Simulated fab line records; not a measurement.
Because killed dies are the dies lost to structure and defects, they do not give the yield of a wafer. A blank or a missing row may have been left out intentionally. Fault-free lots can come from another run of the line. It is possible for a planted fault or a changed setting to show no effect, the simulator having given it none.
The tool behind it: which one? | flow sky130 | 72 wafers from 24 lots sampled at 3 of the route's 708 steps

== WHAT THE GAUGES READ, wafer by wafer ==
SKY_SD_N_CD_MEAS_07 targets a cd of 380 nm. Usual: cd nm 380.5 nm, standard deviation 2.8.
lot  | measured     | on        | cd nm (nm)        | flag
L074 | day 28 03:53 | cd sem-02 | 375.9 375.2 378.2 |
L075 | day 28 11:46 | cd sem-02 | 381.0 380.1 380.5 |
L076 | day 28 23:21 | cd sem-02 | 379.0 375.6 375.1 |
L077 | day 29 07:47 | cd sem-02 | 377.5 379.4 380.4 |
L078 | day 29 07:55 | cd sem-02 | 381.6 383.3 382.2 |
L079 | day 29 10:50 | cd sem-01 | 378.8 378.1 379.6 |
L080 | day 30 04:45 | cd sem-01 | 384.1 382.3 384.7 |
L081 | day 30 11:56 | cd sem-02 | 382.8 382.7 382.0 |
L082 | day 30 13:28 | cd sem-02 | 383.0 381.9 382.3 |
L083 | day 30 17:41 | cd sem-01 | 380.2 378.7 379.0 |
L084 | day 31 07:08 | cd sem-01 | 379.0 378.5 376.7 |
L085 | day 31 12:49 | cd sem-02 | 380.9 379.6 380.2 |
L086 | day 32 00:10 | cd sem-01 | 380.8 382.3 380.6 |
L087 | day 32 08:51 | cd sem-02 | 383.4 382.2 379.2 |
L088 | day 32 14:16 | cd sem-01 | 377.0 379.6 377.6 |
L089 | day 32 19:19 | cd sem-01 | 381.5 383.1 382.8 |
L090 | day 33 03:53 | cd sem-02 | 383.3 384.0 383.7 |
L091 | day 33 10:12 | cd sem-01 | 384.3 386.0 384.0 |
L092 | day 34 05:24 | cd sem-02 | 376.2 378.1 380.0 |
L093 | day 34 12:46 | cd sem-02 | 378.4 378.3 377.5 |
L094 | day 34 13:32 | cd sem-01 | 380.3 379.0 379.5 |
L095 | day 34 18:58 | cd sem-01 | 376.0 375.1 374.7 |
L096 | day 35 02:08 | cd sem-01 | 384.1 381.1 382.6 |
L097 | day 35 10:08 | cd sem-02 | 383.9 384.3 382.5 |

SKY_LI_CONTACT_THK_MEAS_23: measures by xrf. Usual: LI_CONTACT_W_THK gives 411 nm (standard deviation 9.4).
lot  | measured     | on            | LI_CONTACT_W_THK (nm) | flag
L074 | day 29 10:46 | film metro-02 | 411 406 410           |
L075 | day 29 18:50 | film metro-03 | 406 404 415           |
L076 | day 30 06:49 | film metro-03 | 426 414 426           |
L077 | day 30 14:32 | film metro-04 | 423 410 423           |
L078 | day 30 15:14 | film metro-04 | 396 404 400           |
L079 | day 30 18:23 | film metro-04 | 415 403 420           |
L080 | day 31 11:17 | film metro-04 | 406 404 401           |
L081 | day 31 17:29 | film metro-02 | 423 433 429           |
L082 | day 31 19:43 | film metro-02 | 413 414 403           |
L083 | day 32 00:16 | film metro-04 | 400 409 404           |
L084 | day 32 13:02 | film metro-02 | 431 433 429           |
L085 | day 32 17:48 | film metro-02 | 409 424 412           |
L086 | day 33 06:40 | film metro-04 | 407 406 423           |
L087 | day 33 14:02 | film metro-02 | 403 414 405           |
L088 | day 33 20:07 | film metro-04 | 402 400 406           |
L089 | day 33 23:50 | film metro-04 | 408 406 400           |
L090 | day 34 09:04 | film metro-02 | 428 407 427           |
L091 | day 34 15:33 | film metro-02 | 412 409 406           |
L092 | day 35 10:31 | film metro-03 | 405 403 407           |
L093 | day 35 17:50 | film metro-02 | 403 405 409           |
L094 | day 35 18:19 | film metro-02 | 432 410 420           |
L095 | day 35 23:56 | film metro-03 | 407 400 405           |
L096 | day 36 06:52 | film metro-04 | 406 400 401           |
L097 | day 36 14:43 | film metro-02 | 414 430 417           |

== WHICH TOOL RAN EACH LOT (tool, then ch and the chambers of the sampled wafers, then the start) ==
lot  | SKY_LI_CONTACT_SPUTTER_19
L074 | pvd sputter-04, day 29 10:22
L075 | pvd sputter-01, day 29 18:26
L076 | pvd sputter-02, day 30 06:24
L077 | pvd sputter-04, day 30 14:08
L078 | pvd sputter-01, day 30 14:43
L079 | pvd sputter-01, day 30 17:59
L080 | pvd sputter-01, day 31 10:53
L081 | pvd sputter-02, day 31 17:05
L082 | pvd sputter-01, day 31 19:19
L083 | pvd sputter-04, day 31 23:52
L084 | pvd sputter-04, day 32 12:38
L085 | pvd sputter-04, day 32 17:25
L086 | pvd sputter-01, day 33 06:17
L087 | pvd sputter-02, day 33 13:38
L088 | pvd sputter-02, day 33 19:44
L089 | pvd sputter-02, day 33 23:26
L090 | pvd sputter-02, day 34 08:41
L091 | pvd sputter-02, day 34 15:02
L092 | pvd sputter-04, day 35 10:08
L093 | pvd sputter-04, day 35 17:26
L094 | pvd sputter-01, day 35 17:56
L095 | pvd sputter-02, day 35 23:32
L096 | pvd sputter-04, day 36 06:28
L097 | pvd sputter-01, day 36 14:20
- SKY_LI_CONTACT_SPUTTER_19: material Ti, target thk 20 nm, time 106.37 s.

== AS READ BY THE TOOLS THEMSELVES (means over the sampled wafers that have a number; for cases with no such wafer, the mark the record gives instead) ==
SKY_LI_CONTACT_SPUTTER_19. Usual: throttle valve pct 30.1 %, standard deviation 1.1.
lot  | tool           | throttle valve pct (%) | flag
L074 | pvd sputter-04 | 30.7                   |
L075 | pvd sputter-01 | 30.8                   |
L076 | pvd sputter-02 | 29.7                   |
L077 | pvd sputter-04 | 30.6                   |
L078 | pvd sputter-01 | 31.6                   |
L079 | pvd sputter-01 | 31.0                   |
L080 | pvd sputter-01 | 30.4                   |
L081 | pvd sputter-02 | 29.4                   |
L082 | pvd sputter-01 | 30.5                   |
L083 | pvd sputter-04 | 29.5                   |
L084 | pvd sputter-04 | 30.6                   |
L085 | pvd sputter-04 | 28.5                   |
L086 | pvd sputter-01 | 31.2                   |
L087 | pvd sputter-02 | 29.6                   |
L088 | pvd sputter-02 | 29.5                   |
L089 | pvd sputter-02 | 29.5                   |
L090 | pvd sputter-02 | 29.6                   |
L091 | pvd sputter-02 | 29.7                   |
L092 | pvd sputter-04 | 29.6                   |
L093 | pvd sputter-04 | 28.7                   |
L094 | pvd sputter-01 | 30.5                   |
L095 | pvd sputter-02 | 29.9                   |
L096 | pvd sputter-04 | 29.5                   |
L097 | pvd sputter-01 | 30.3                   |

== THE ANSWER, worked out from the rows above alone ==
Rule: a lot counts as off when the mean over its wafers that have a number is more than 3 standard deviations away from the usual mean. Also off: a lot with no number at a reading for which 4 or more lots have one. Where the step has rows for the other lots, those lots are counted as sound. After the gauges, taken in route order, come the tools' own readings; for these a lot's mean is taken, as printed above. The first step at which some lot is off is used, and at that step the reading that is off furthest; a lot without a number counts as furthest.
No lot is off on any of the readings shown, so nothing can be concluded from this.

== WHAT THE SIMULATOR PUT IN ==
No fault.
